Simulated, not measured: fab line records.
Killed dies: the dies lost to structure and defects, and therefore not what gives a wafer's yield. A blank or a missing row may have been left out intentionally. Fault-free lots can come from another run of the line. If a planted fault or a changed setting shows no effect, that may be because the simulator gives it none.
fab line records	flow sky130
[record] lots = 24	wafers = 72	last-day = 50
route steps=708 shown METAL2@485 METAL3@563 METAL4@599 CAP2M@605
lots that met no fault: from a run of the same line without faults
start-h: the number of hours between the record's first day and the start of the first shown wafer of the lot	wait-h: time in hours since the lot's previous step	" as in the row above	L1.1+2: a row that stands for several wafers	- no value present, or no start provided	* or withheld: withheld	< > ~ a bound
route shown NAME@n: names a module that has steps shown in the file, with the first one's number in the route	usual: mean/standard deviation of fault-free wafers	same: alike in all rows	chamber/n: place in a boat	sites: the reading at each site	_std_site: their standard deviation	_edge_site: inner sites' mean taken away from outer sites' mean	radius-mm: for every site, how far away it sits from the centre of the wafer	mask NAME#n: copy n	behind: the most recent tool/chamber to have shaped the wafer	hold: cause of the lot's hold/its duration in hours/its outcome	device: the transistor (n, p or np) that didn't switch	end of line: the tests these same wafers got at the end of their route	a step given without rows: its recipe and nothing more	killed: dies lost to structure and defects at the first sort, not the wafer's yield	map: a wafer's dies, x killed, . not, _ none there
set.NAME: the setting that was run; set.NAME@STEP: the one run at that earlier step	model.NAME: the simulator's own value behind a step, which no gauge read
a sample of lots followed through the steps of the route, with each step as a table and each wafer as a row
services: the hour from which a tool's chamber was out of use, counted from the record's first day as start-h (under 0 if before that day), plus the number of hours and why
[[steps]]
[step SKY_METAL2_SPUTTER_02]
[recipe] material = AlCu	target-thk-nm = 250	power-w = 10600	time-s = 13.3	chamber-pressure-pa = 0.4
[usual] throttle-valve-pct = 30.5/1.2
lot.wafer	tool	chamber	start-h	wait-h	throttle-valve-pct
L074.4	pvd-sputter-04	-	795.14	0.0	31.5
L074.5	"	-	"	"	30.2
L074.6	"	-	"	"	33.0
L076.2	pvd-sputter-04	-	804.62	0.0	30.2
L076.3	"	-	"	"	32.4
L076.6	"	-	"	"	32.4
L075.1	pvd-sputter-01	-	807.54	0.0	28.5
L075.2	"	-	"	"	30.6
L075.3	"	-	"	"	29.9
L078.4	pvd-sputter-03	-	829.76	0.0	29.0
L078.5	"	-	"	"	29.3
L078.6	"	-	"	"	29.0
L077.2	pvd-sputter-04	-	835.60	0.0	32.7
L077.3	"	-	"	"	31.7
L077.5	"	-	"	"	32.6
L079.1	pvd-sputter-01	-	842.37	0.0	28.6
L079.2	"	-	"	"	30.7
L079.5	"	-	"	"	30.3
L080.2	pvd-sputter-04	-	853.32	0.0	32.5
L080.3	"	-	"	"	31.6
L080.6	"	-	"	"	30.0
L081.2	pvd-sputter-01	-	857.08	0.0	29.6
L081.5	"	-	"	"	30.0
L081.6	"	-	"	"	29.3
L082.3	pvd-sputter-04	-	865.70	0.0	32.7
L082.4	"	-	"	"	31.4
L082.6	"	-	"	"	30.1
L083.1	pvd-sputter-04	-	869.57	0.0	31.4
L083.5	"	-	"	"	31.4
L083.6	"	-	"	"	30.3
L084.2	pvd-sputter-01	-	884.58	0.0	29.9
L084.3	"	-	"	"	29.4
L084.4	"	-	"	"	28.7
L086.2	pvd-sputter-04	-	888.06	0.0	30.0
L086.3	"	-	"	"	31.5
L086.6	"	-	"	"	32.4
L085.1	pvd-sputter-01	-	893.62	0.0	30.4
L085.4	"	-	"	"	29.9
L085.6	"	-	"	"	28.6
L088.2	pvd-sputter-04	-	896.62	0.0	31.4
L088.4	"	-	"	"	32.5
L088.5	"	-	"	"	32.5
L087.2	pvd-sputter-04	-	902.58	0.0	31.3
L087.3	"	-	"	"	31.5
L087.4	"	-	"	"	32.5
L089.2	pvd-sputter-04	-	907.53	0.0	30.9
L089.5	"	-	"	"	31.4
L089.6	"	-	"	"	32.4
L090.1	pvd-sputter-01	-	908.97	0.0	29.5
L090.2	"	-	"	"	28.4
L090.6	"	-	"	"	30.8
L091.2	pvd-sputter-03	-	922.33	0.0	29.6
L091.4	"	-	"	"	28.8
L091.5	"	-	"	"	28.9
L092.1	pvd-sputter-04	-	927.71	0.0	30.0
L092.2	"	-	"	"	31.3
L092.4	"	-	"	"	31.5
L093.1	pvd-sputter-03	-	931.52	0.0	29.8
L093.2	"	-	"	"	28.6
L093.6	"	-	"	"	28.8
L094.3	pvd-sputter-04	-	938.36	0.0	30.2
L094.4	"	-	"	"	30.3
L094.5	"	-	"	"	31.4
L095.3	pvd-sputter-04	-	950.69	0.0	31.5
L095.5	"	-	"	"	31.7
L095.6	"	-	"	"	30.2
L096.1	pvd-sputter-03	-	967.27	0.0	29.7
L096.3	"	-	"	"	28.9
L096.5	"	-	"	"	28.9
L097.1	pvd-sputter-01	-	972.27	0.0	29.5
L097.5	"	-	"	"	28.5
L097.6	"	-	"	"	30.5
[step SKY_METAL3_CD_MEAS_13]
[recipe] target-cd-nm = 300
[usual] cd-nm = 299.5/1.8
lot.wafer	tool	chamber	start-h	wait-h	cd-nm
L074.4	cd-sem-01	-	903.17	-	298.4
L074.5	"	-	"	"	299.7
L074.6	"	-	"	"	299.5
L076.2	cd-sem-02	-	911.33	-	299.8
L076.3	"	-	"	"	300.5
L076.6	"	-	"	"	300.3
L075.1	cd-sem-01	-	915.71	-	302.3
L075.2	"	-	"	"	304.6
L075.3	"	-	"	"	302.4
L078.4	cd-sem-01	-	935.27	-	302.2
L078.5	"	-	"	"	300.7
L078.6	"	-	"	"	301.6
L077.2	cd-sem-02	-	940.53	-	298.9
L077.3	"	-	"	"	298.9
L077.5	"	-	"	"	298.5
L079.1	cd-sem-02	-	947.31	-	301.7
L079.2	"	-	"	"	302.6
L079.5	"	-	"	"	302.1
L080.2	cd-sem-01	-	956.83	-	298.6
L080.3	"	-	"	"	299.5
L080.6	"	-	"	"	297.6
L081.2	cd-sem-02	-	959.83	-	300.1
L081.5	"	-	"	"	298.6
L081.6	"	-	"	"	298.6
L082.3	cd-sem-02	-	968.30	-	299.7
L082.4	"	-	"	"	300.5
L082.6	"	-	"	"	300.3
L083.1	cd-sem-01	-	971.06	-	298.4
L083.5	"	-	"	"	298.2
L083.6	"	-	"	"	297.9
L084.2	cd-sem-01	-	984.93	-	300.2
L084.3	"	-	"	"	301.3
L084.4	"	-	"	"	301.1
L086.2	cd-sem-02	-	989.08	-	303.0
L086.3	"	-	"	"	302.5
L086.6	"	-	"	"	300.9
L085.1	cd-sem-02	-	993.41	-	297.6
L085.4	"	-	"	"	297.6
L085.6	"	-	"	"	297.4
L088.2	cd-sem-02	-	997.83	-	299.1
L088.4	"	-	"	"	299.8
L088.5	"	-	"	"	299.6
L087.2	cd-sem-02	-	1001.58	-	301.2
L087.3	"	-	"	"	301.4
L087.4	"	-	"	"	302.0
L089.2	cd-sem-01	-	1006.98	-	300.1
L089.5	"	-	"	"	298.1
L089.6	"	-	"	"	297.5
L090.1	cd-sem-02	-	1007.91	-	300.4
L090.2	"	-	"	"	298.2
L090.6	"	-	"	"	299.7
L091.2	cd-sem-01	-	1019.83	-	301.0
L091.4	"	-	"	"	302.4
L091.5	"	-	"	"	299.5
L092.1	cd-sem-02	-	1025.31	-	296.5
L092.2	"	-	"	"	296.4
L092.4	"	-	"	"	297.1
L093.1	cd-sem-01	-	1029.36	-	299.2
L093.2	"	-	"	"	300.5
L093.6	"	-	"	"	298.8
L094.3	cd-sem-02	-	1036.15	-	299.0
L094.4	"	-	"	"	298.7
L094.5	"	-	"	"	299.2
L095.3	cd-sem-02	-	1047.31	-	298.5
L095.5	"	-	"	"	298.5
L095.6	"	-	"	"	298.9
L096.1	cd-sem-02	-	1061.61	-	295.5
L096.3	"	-	"	"	296.0
L096.5	"	-	"	"	296.6
L097.1	cd-sem-01	-	1066.11	-	297.7
L097.5	"	-	"	"	297.3
L097.6	"	-	"	"	296.6
[step SKY_METAL4_SPUTTER_01]
[recipe] material = TiN	target-thk-nm = 20	power-w = 6500	time-s = 16.7	chamber-pressure-pa = 0.4
[usual] throttle-valve-pct = 30.6/1.1
lot.wafer	tool	chamber	start-h	wait-h	throttle-valve-pct
L074.4	pvd-sputter-03	-	930.54	0.0	29.1
L074.5	"	-	"	"	29.3
L074.6	"	-	"	"	29.4
L076.2	pvd-sputter-04	-	939.13	0.0	30.1
L076.3	"	-	"	"	31.8
L076.6	"	-	"	"	30.4
L075.1	pvd-sputter-03	-	943.20	0.0	29.2
L075.2	"	-	"	"	29.1
L075.3	"	-	"	"	28.8
L078.4	pvd-sputter-02	-	962.59	0.0	30.5
L078.5	"	-	"	"	30.5
L078.6	"	-	"	"	31.7
L077.2	pvd-sputter-04	-	967.55	0.0	30.1
L077.3	"	-	"	"	31.8
L077.5	"	-	"	"	32.6
L079.1	pvd-sputter-02	-	974.26	0.0	30.6
L079.2	"	-	"	"	30.6
L079.5	"	-	"	"	30.6
L080.2	pvd-sputter-03	-	983.91	0.0	28.9
L080.3	"	-	"	"	29.7
L080.6	"	-	"	"	29.7
L081.2	pvd-sputter-02	-	987.40	0.0	30.5
L081.5	"	-	"	"	29.3
L081.6	"	-	"	"	31.7
L082.3	pvd-sputter-04	-	995.39	0.0	30.3
L082.4	"	-	"	"	31.6
L082.6	"	-	"	"	31.6
L083.1	pvd-sputter-02	-	997.58	0.0	30.7
L083.5	"	-	"	"	28.9
L083.6	"	-	"	"	30.5
L084.2	pvd-sputter-04	-	1011.52	0.0	32.5
L084.3	"	-	"	"	30.0
L084.4	"	-	"	"	31.4
L086.2	pvd-sputter-02	-	1015.24	0.0	30.8
L086.3	"	-	"	"	30.4
L086.6	"	-	"	"	30.7
L085.1	pvd-sputter-02	-	1020.37	0.0	31.7
L085.4	"	-	"	"	30.7
L085.6	"	-	"	"	30.7
L088.2	pvd-sputter-02	-	1024.10	0.0	30.6
L088.4	"	-	"	"	31.8
L088.5	"	-	"	"	29.2
L087.2	pvd-sputter-03	-	1027.61	0.0	29.1
L087.3	"	-	"	"	29.3
L087.4	"	-	"	"	29.8
L089.2	pvd-sputter-02	-	1033.42	0.0	30.6
L089.5	"	-	"	"	29.1
L089.6	"	-	"	"	30.4
L090.1	pvd-sputter-02	-	1034.35	0.0	30.6
L090.2	"	-	"	"	30.8
L090.6	"	-	"	"	31.9
L091.2	pvd-sputter-04	-	1044.95	0.0	32.8
L091.4	"	-	"	"	29.9
L091.5	"	-	"	"	30.2
L092.1	pvd-sputter-04	-	1050.24	0.0	32.6
L092.2	"	-	"	"	31.5
L092.4	"	-	"	"	30.1
L093.1	pvd-sputter-02	-	1054.49	0.0	30.6
L093.2	"	-	"	"	30.5
L093.6	"	-	"	"	30.8
L094.3	pvd-sputter-02	-	1061.61	0.0	30.4
L094.4	"	-	"	"	29.4
L094.5	"	-	"	"	32.0
L095.3	pvd-sputter-04	-	1071.97	0.0	31.5
L095.5	"	-	"	"	31.5
L095.6	"	-	"	"	32.4
L096.1	pvd-sputter-03	-	1085.93	0.0	28.8
L096.3	"	-	"	"	29.0
L096.5	"	-	"	"	28.8
L097.1	pvd-sputter-02	-	1090.74	0.0	30.4
L097.5	"	-	"	"	30.8
L097.6	"	-	"	"	29.0
[step SKY_METAL4_SPUTTER_04]
[recipe] material = TiN	target-thk-nm = 70	power-w = 6500	time-s = 58.3	chamber-pressure-pa = 0.4
[usual] throttle-valve-pct = 30.6/1.1
lot.wafer	tool	chamber	start-h	wait-h	throttle-valve-pct
L074.4	pvd-sputter-03	-	930.63	0.0	29.2
L074.5	"	-	"	"	29.3
L074.6	"	-	"	"	29.1
L076.2	pvd-sputter-04	-	939.21	0.0	30.2
L076.3	"	-	"	"	31.4
L076.6	"	-	"	"	30.2
L075.1	pvd-sputter-03	-	943.28	0.0	29.1
L075.2	"	-	"	"	29.0
L075.3	"	-	"	"	29.0
L078.4	pvd-sputter-02	-	962.69	0.0	30.4
L078.5	"	-	"	"	30.6
L078.6	"	-	"	"	32.1
L077.2	pvd-sputter-04	-	967.63	0.0	30.4
L077.3	"	-	"	"	31.3
L077.5	"	-	"	"	32.6
L079.1	pvd-sputter-02	-	974.35	0.0	30.5
L079.2	"	-	"	"	30.6
L079.5	"	-	"	"	30.8
L080.2	pvd-sputter-03	-	983.99	0.0	28.8
L080.3	"	-	"	"	30.2
L080.6	"	-	"	"	29.8
L081.2	pvd-sputter-02	-	987.48	0.0	30.5
L081.5	"	-	"	"	29.4
L081.6	"	-	"	"	31.4
L082.3	pvd-sputter-04	-	995.48	0.0	29.9
L082.4	"	-	"	"	31.6
L082.6	"	-	"	"	31.4
L083.1	pvd-sputter-02	-	997.67	0.0	30.8
L083.5	"	-	"	"	29.6
L083.6	"	-	"	"	30.3
L084.2	pvd-sputter-04	-	1011.60	0.0	32.7
L084.3	"	-	"	"	30.0
L084.4	"	-	"	"	31.3
L086.2	pvd-sputter-02	-	1015.33	0.0	30.6
L086.3	"	-	"	"	30.6
L086.6	"	-	"	"	30.6
L085.1	pvd-sputter-02	-	1020.45	0.0	31.9
L085.4	"	-	"	"	30.4
L085.6	"	-	"	"	30.7
L088.2	pvd-sputter-02	-	1024.18	0.0	30.5
L088.4	"	-	"	"	31.6
L088.5	"	-	"	"	29.2
L087.2	pvd-sputter-03	-	1027.69	0.0	29.1
L087.3	"	-	"	"	29.3
L087.4	"	-	"	"	29.6
L089.2	pvd-sputter-02	-	1033.51	0.0	30.3
L089.5	"	-	"	"	29.0
L089.6	"	-	"	"	30.6
L090.1	pvd-sputter-02	-	1034.43	0.0	30.3
L090.2	"	-	"	"	30.8
L090.6	"	-	"	"	31.7
L091.2	pvd-sputter-04	-	1045.04	0.0	32.6
L091.4	"	-	"	"	30.2
L091.5	"	-	"	"	29.8
L092.1	pvd-sputter-04	-	1050.32	0.0	32.7
L092.2	"	-	"	"	31.6
L092.4	"	-	"	"	30.2
L093.1	pvd-sputter-02	-	1054.58	0.0	30.7
L093.2	"	-	"	"	30.3
L093.6	"	-	"	"	30.7
L094.3	pvd-sputter-02	-	1061.70	0.0	30.5
L094.4	"	-	"	"	29.1
L094.5	"	-	"	"	31.7
L095.3	pvd-sputter-04	-	1072.05	0.0	31.7
L095.5	"	-	"	"	31.4
L095.6	"	-	"	"	32.6
L096.1	pvd-sputter-03	-	1086.02	0.0	29.1
L096.3	"	-	"	"	29.4
L096.5	"	-	"	"	29.3
L097.1	pvd-sputter-02	-	1090.83	0.0	30.4
L097.5	"	-	"	"	30.3
L097.6	"	-	"	"	29.4
[step SKY_CAP2M_SPUTTER_02]
[recipe] material = TiN	target-thk-nm = 200	temp-c = 300	power-w = 6500	time-s = 166.7	chamber-pressure-pa = 0.4
[usual] throttle-valve-pct = 30.2/1.1
lot.wafer	tool	chamber	start-h	wait-h	throttle-valve-pct
L074.4	pvd-sputter-04	-	930.76	0.0	30.1
L074.5	"	-	"	"	31.7
L074.6	"	-	"	"	30.2
L076.2	pvd-sputter-01	-	939.34	0.0	29.1
L076.3	"	-	"	"	30.6
L076.6	"	-	"	"	30.2
L075.1	pvd-sputter-02	-	943.41	0.1	30.4
L075.2	"	-	"	"	29.2
L075.3	"	-	"	"	31.6
L078.4	pvd-sputter-01	-	962.79	0.0	30.2
L078.5	"	-	"	"	30.1
L078.6	"	-	"	"	30.7
L077.2	pvd-sputter-02	-	967.76	0.0	30.3
L077.3	"	-	"	"	30.6
L077.5	"	-	"	"	31.7
L079.1	pvd-sputter-04	-	974.48	0.1	31.3
L079.2	"	-	"	"	31.7
L079.5	"	-	"	"	29.9
L080.2	pvd-sputter-01	-	984.12	0.0	29.3
L080.3	"	-	"	"	28.8
L080.6	"	-	"	"	29.5
L081.2	pvd-sputter-01	-	987.61	0.0	28.7
L081.5	"	-	"	"	28.8
L081.6	"	-	"	"	30.5
L082.3	pvd-sputter-02	-	995.61	0.0	30.5
L082.4	"	-	"	"	32.0
L082.6	"	-	"	"	30.5
L083.1	pvd-sputter-01	-	997.80	0.1	29.3
L083.5	"	-	"	"	29.5
L083.6	"	-	"	"	28.4
L084.2	pvd-sputter-01	-	1011.73	0.0	28.6
L084.3	"	-	"	"	29.6
L084.4	"	-	"	"	30.2
L086.2	pvd-sputter-04	-	1015.46	0.0	30.3
L086.3	"	-	"	"	31.3
L086.6	"	-	"	"	32.4
L085.1	pvd-sputter-01	-	1020.58	0.1	30.1
L085.4	"	-	"	"	28.7
L085.6	"	-	"	"	28.7
L088.2	pvd-sputter-01	-	1024.31	0.0	30.6
L088.4	"	-	"	"	30.3
L088.5	"	-	"	"	28.7
L087.2	pvd-sputter-04	-	1027.82	0.0	31.7
L087.3	"	-	"	"	32.7
L087.4	"	-	"	"	30.1
L089.2	pvd-sputter-04	-	1033.64	0.0	31.2
L089.5	"	-	"	"	30.4
L089.6	"	-	"	"	31.4
L090.1	pvd-sputter-01	-	1034.58	0.1	30.1
L090.2	"	-	"	"	28.7
L090.6	"	-	"	"	30.0
L091.2	pvd-sputter-01	-	1045.19	0.0	30.4
L091.4	"	-	"	"	30.1
L091.5	"	-	"	"	28.9
L092.1	pvd-sputter-02	-	1050.45	0.1	30.8
L092.2	"	-	"	"	31.7
L092.4	"	-	"	"	30.6
L093.1	pvd-sputter-04	-	1054.72	0.1	30.0
L093.2	"	-	"	"	32.6
L093.6	"	-	"	"	30.2
L094.3	pvd-sputter-01	-	1061.83	0.0	28.7
L094.4	"	-	"	"	29.9
L094.5	"	-	"	"	28.5
L095.3	pvd-sputter-01	-	1072.18	0.0	29.4
L095.5	"	-	"	"	28.4
L095.6	"	-	"	"	29.5
L096.1	pvd-sputter-01	-	1086.16	0.1	29.5
L096.3	"	-	"	"	28.7
L096.5	"	-	"	"	30.3
L097.1	pvd-sputter-01	-	1090.97	0.1	30.9
L097.5	"	-	"	"	29.9
L097.6	"	-	"	"	29.4
[step SKY_CAP2M_STRIP_14]
[recipe] chemistry = O2/N2	power-w = 1400	pressure-mtorr = 1500	platen-temp-c = withheld	o2-flow-sccm = 3000	n2-flow-sccm = 300	overash-fraction = 0.5
[usual] chamber-pressure-mTorr = 1500.0/1.4	drypump-motor-current-A = 5.8/0.34	oes-product-au = 0.710/0.0047	strip-time-to-endpoint-s = 12.65/0.056
lot.wafer	tool	chamber	start-h	wait-h	chamber-pressure-mTorr	drypump-motor-current-A	oes-product-au	rf-hours-counter-h	strip-time-to-endpoint-s
L074.4	plasma-asher-03	0	955.08	0.1	1498.7	6.3	0.706	-	12.67
L074.5	"	0	"	"	1500.9	6.3	0.710	-	12.62
L074.6	"	1	"	"	1499.4	5.7	0.696	-	12.64
L076.2	plasma-asher-02	0	963.23	0.1	1499.0	5.9	0.710	20	12.64
L076.3	"	0	"	"	1498.5	5.9	0.711	-	12.70
L076.6	"	0	"	"	1499.8	5.9	0.713	-	12.67
L075.1	plasma-asher-01	0	967.42	0.1	1498.4	5.3	0.715	51	12.72
L075.2	"	1	"	"	1501.7	6.3	0.709	51	12.65
L075.3	"	1	"	"	1499.1	6.3	0.712	-	12.64
L078.4	plasma-asher-03	0	986.98	0.1	1498.8	6.3	0.706	-	12.60
L078.5	"	1	"	"	1500.1	5.7	0.715	-	12.55
L078.6	"	0	"	"	1499.1	6.4	0.717	-	12.58
L077.2	plasma-asher-01	0	990.80	0.1	1501.4	5.3	0.705	53	12.65
L077.3	"	1	"	"	1499.8	6.3	0.714	-	12.61
L077.5	"	1	"	"	1501.0	6.3	0.710	-	12.64
L079.1	plasma-asher-03	0	997.35	0.1	1497.7	6.3	0.708	116	12.67
L079.2	"	1	"	"	1499.8	5.7	0.700	116	12.62
L079.5	"	1	"	"	1502.0	5.7	0.708	-	12.65
L080.2	plasma-asher-02	0	1007.45	0.1	1499.0	5.9	0.710	24	12.64
L080.3	"	1	"	"	1497.4	5.6	0.705	-	12.60
L080.6	"	1	"	"	1498.6	5.6	0.717	-	12.67
L081.2	plasma-asher-01	0	1011.07	0.1	1497.8	5.3	0.709	55	12.66
L081.5	"	1	"	"	1498.7	6.2	0.708	-	12.63
L081.6	"	0	"	"	1500.6	5.3	0.713	-	12.67
L082.3	plasma-asher-02	0	1019.08	0.1	1499.5	5.9	0.719	-	12.64
L082.4	"	1	"	"	1499.9	5.6	0.709	-	12.61
L082.6	"	1	"	"	1499.9	5.6	0.706	-	12.64
L083.1	plasma-asher-03	0	1020.85	0.1	1502.2	6.3	0.710	118	12.77
L083.5	"	1	"	"	1501.4	5.7	0.715	-	12.73
L083.6	"	0	"	"	1501.2	6.4	0.714	-	12.73
L084.2	plasma-asher-02	1	1034.30	0.1	1498.6	5.6	0.709	27	12.53
L084.3	"	1	"	"	1501.8	5.6	0.705	-	12.56
L084.4	"	0	"	"	1497.9	5.9	0.709	-	12.59
L086.2	plasma-asher-02	0	1037.12	0.1	1498.0	5.9	0.713	27	12.76
L086.3	"	1	"	"	1499.6	5.6	0.708	-	12.72
L086.6	"	1	"	"	1498.7	5.6	0.715	-	12.79
L085.1	plasma-asher-03	0	1042.65	0.1	1500.0	6.3	0.718	120	12.72
L085.4	"	1	"	"	1499.8	5.7	0.710	-	12.68
L085.6	"	0	"	"	1500.3	6.3	0.709	-	12.70
L088.2	plasma-asher-02	1	1046.68	0.1	1502.8	5.6	0.720	28	12.69
L088.4	"	1	"	"	1500.5	5.6	0.711	-	12.77
L088.5	"	0	"	"	1501.2	5.9	0.724	-	12.65
L087.2	plasma-asher-02	0	1049.13	0.1	1500.0	5.9	0.708	28	12.72
L087.3	"	0	"	"	1501.3	5.9	0.712	-	12.72
L087.4	"	1	"	"	1499.1	5.6	0.715	-	12.71
L089.2	plasma-asher-02	1	1055.48	0.1	1500.3	5.6	0.709	29	12.60
L089.5	"	0	"	"	1500.6	5.9	0.694	-	12.59
L089.6	"	1	"	"	1502.0	5.6	0.712	-	12.60
L090.1	plasma-asher-01	0	1056.07	0.1	1499.8	5.3	0.710	60	12.63
L090.2	"	1	"	"	1500.2	6.3	0.713	60	12.56
L090.6	"	1	"	"	1500.9	6.3	0.712	-	12.64
L091.2	plasma-asher-03	1	1066.95	0.1	1500.0	5.7	0.716	0	12.68
L091.4	"	0	"	"	1501.3	6.3	0.712	-	12.70
L091.5	"	0	"	"	1501.4	6.3	0.709	-	12.66
L092.1	plasma-asher-03	0	1072.20	0.1	1498.6	6.3	0.714	1	12.62
L092.2	"	1	"	"	1500.5	5.7	0.707	1	12.60
L092.4	"	1	"	"	1500.1	5.7	0.701	-	12.64
L093.1	plasma-asher-02	0	1075.70	0.1	1500.1	5.9	0.712	31	12.61
L093.2	"	1	"	"	1499.1	5.6	0.704	31	12.65
L093.6	"	1	"	"	1502.8	5.6	0.709	-	12.60
L094.3	plasma-asher-02	1	1082.18	0.1	1501.3	5.6	0.711	-	12.55
L094.4	"	0	"	"	1499.8	5.9	0.720	-	12.60
L094.5	"	1	"	"	1500.1	5.6	0.699	-	12.54
L095.3	plasma-asher-01	0	1093.38	0.1	1500.0	5.3	0.707	-	12.65
L095.5	"	1	"	"	1500.0	6.3	0.717	-	12.61
L095.6	"	0	"	"	1500.0	5.3	0.707	-	12.66
L096.1	plasma-asher-01	0	1106.36	0.1	1499.6	5.3	0.712	65	12.52
L096.3	"	1	"	"	1498.5	6.3	0.716	-	12.56
L096.5	"	0	"	"	1500.5	5.3	0.718	-	12.56
L097.1	plasma-asher-01	0	1111.37	0.1	1498.9	5.3	0.713	65	12.61
L097.5	"	1	"	"	1497.7	6.3	0.708	-	12.57
L097.6	"	0	"	"	1501.9	5.3	0.708	-	12.69
[[services]]
tool	chamber	start-h	hours	kind
pvd-sputter-04	0	792.48	-	consumable-replace:kit
pvd-sputter-04	0	792.48	18.0	scheduled-down
pvd-sputter-04	0	792.48	18.0	vent-cycle
plasma-asher-02	-	792.56	14.6	pm
plasma-asher-03	-	872.48	0.4	repair
pvd-sputter-03	-	873.15	0.5	repair
plasma-asher-02	-	902.56	6.1	repair
pvd-sputter-04	-	909.72	5.0	repair
pvd-sputter-01	-	923.22	5.2	repair
plasma-asher-01	-	923.72	4.0	repair
pvd-sputter-04	3	933.74	-	consumable-replace:kit
pvd-sputter-04	3	933.74	18.0	scheduled-down
pvd-sputter-04	3	933.74	18.0	vent-cycle
pvd-sputter-04	-	953.60	0.5	repair
pvd-sputter-02	1	961.37	-	consumable-replace:kit
pvd-sputter-02	1	961.37	18.0	scheduled-down
plasma-asher-02	-	1019.84	2.8	pm
pvd-sputter-02	-	1027.54	0.5	repair
pvd-sputter-04	2	1045.99	-	consumable-replace:kit
pvd-sputter-04	2	1045.99	18.0	scheduled-down
pvd-sputter-04	2	1045.99	18.0	vent-cycle
plasma-asher-03	-	1055.25	9.0	pm
pvd-sputter-01	-	1063.79	1.6	repair
pvd-sputter-04	-	1086.66	4.1	repair
[[key]]
fault none
